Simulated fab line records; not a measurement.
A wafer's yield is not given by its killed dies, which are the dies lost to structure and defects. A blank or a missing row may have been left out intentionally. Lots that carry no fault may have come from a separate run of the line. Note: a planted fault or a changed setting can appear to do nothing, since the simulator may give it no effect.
Lot-split experiment | flow gf180mcu | 5 lots, 23 wafers read, on a route of 602 steps

== THE SPLIT ITSELF ==
At GF_HV_LDD_DEVELOP_18 (develop time 60 s), the setting develop-time-s was moved away from the recipe's 60 s on 7 of the 23 wafers read, by -9.9% to -4.0%. This setting was run at the recipe's value on the other wafers.

Split to reading: the file shows no intervening step.

== THE READING ==
Shown in nm: cd-nm at GF_HV_LDD_CD_MEAS_19, with target cd 400 nm. On this fab line, fault-free wafers typically give 399.6 nm with a standard deviation of 1.9 nm.

wafer  | tool, chamber at the split | develop-time-s as run, s | against the recipe | cd-nm, nm | against lot-mates on the recipe
L075.1 | litho-track-04, 0          | 60                       | recipe             | 397.9     | -
L075.2 | litho-track-04, 0          | 60                       | recipe             | 399.5     | -
L075.3 | litho-track-04, 0          | 60                       | recipe             | 397.3     | -
L075.5 | litho-track-04, 0          | 60                       | recipe             | 397.6     | -
L075.6 | litho-track-04, 0          | 60                       | recipe             | 397.2     | -
L077.2 | litho-track-01, 0          | 60                       | recipe             | 395.7     | -
L077.3 | litho-track-01, 0          | 60                       | recipe             | 397.2     | -
L077.4 | litho-track-01, 0          | 60                       | recipe             | 395.7     | -
L077.5 | litho-track-01, 0          | 54.07                    | -9.9%              | 385.3     | -10.9
L077.6 | litho-track-01, 0          | 54.07                    | -9.9%              | 385.5     | -10.7
L080.1 | litho-track-04, 0          | 60                       | recipe             | 400.5     | -
L080.3 | litho-track-04, 0          | 60                       | recipe             | 402.3     | -
L080.6 | litho-track-04, 0          | 60                       | recipe             | 402.8     | -
L082.1 | litho-track-01, 0          | 60                       | recipe             | 401.0     | -
L082.2 | litho-track-01, 0          | 57.58                    | -4.0%              | 398.2     | -4.5
L082.3 | litho-track-01, 0          | 60                       | recipe             | 404.6     | -
L082.5 | litho-track-01, 0          | 60                       | recipe             | 402.6     | -
L082.6 | litho-track-01, 0          | 57.58                    | -4.0%              | 398.6     | -4.1
L085.1 | litho-track-01, 0          | 60                       | recipe             | 399.2     | -
L085.2 | litho-track-01, 0          | 60                       | recipe             | 401.2     | -
L085.3 | litho-track-01, 0          | 56.75                    | -5.4%              | 393.4     | -6.8
L085.5 | litho-track-01, 0          | 56.75                    | -5.4%              | 395.9     | -4.3
L085.6 | litho-track-01, 0          | 56.75                    | -5.4%              | 392.5     | -7.7

THE FIT
A straight line over all 23 wafers: cd-nm changes by +1.25 nm for each +1% of develop-time-s; r = +0.84; the points scatter about the line by 2.7 nm.
The same after taking each lot's own level away (the mean of its wafers on the recipe; 23 wafers): +1.11 nm for each +1%; r = +0.96; scatter 1 nm.
The reading moves by 11 nm for the largest change in develop-time-s, on that fit.
Measured against the standard deviation above, the lots' own levels, which go from 396.20 to 402.73 nm, span 3.4 times it.
So the slope is not independent of the lot-to-lot level: the two fits are not the same.
Check: for one of the wafers moved furthest among these (-9.9%), held out of the fit, the line's prediction against its lot-mates is -11 nm. Against them it came out at -10.9 nm.

== THESE WAFERS: OTHER SPLITS ==
Before the reading, these wafers also passed through other splits. Each is held against what the fit with the lots' levels taken away leaves over:
other split on the same wafers   | wafers away from the commonest value | r with cd-nm (lot level and that fit taken away)
GF_DUAL_GATE_OXIDATION_02 temp-c | 15                                   | +0.06
GF_HV_LDD_EXPOSE_04 dose-mj      | 5                                    | +0.03
GF_HV_LDD_DEVELOP_06 dev-temp-c  | 4                                    | -0.01

== FILE'S OWN FIT ==
cd-nm changes by +1.1 nm for each +1% of develop-time-s, r = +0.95.
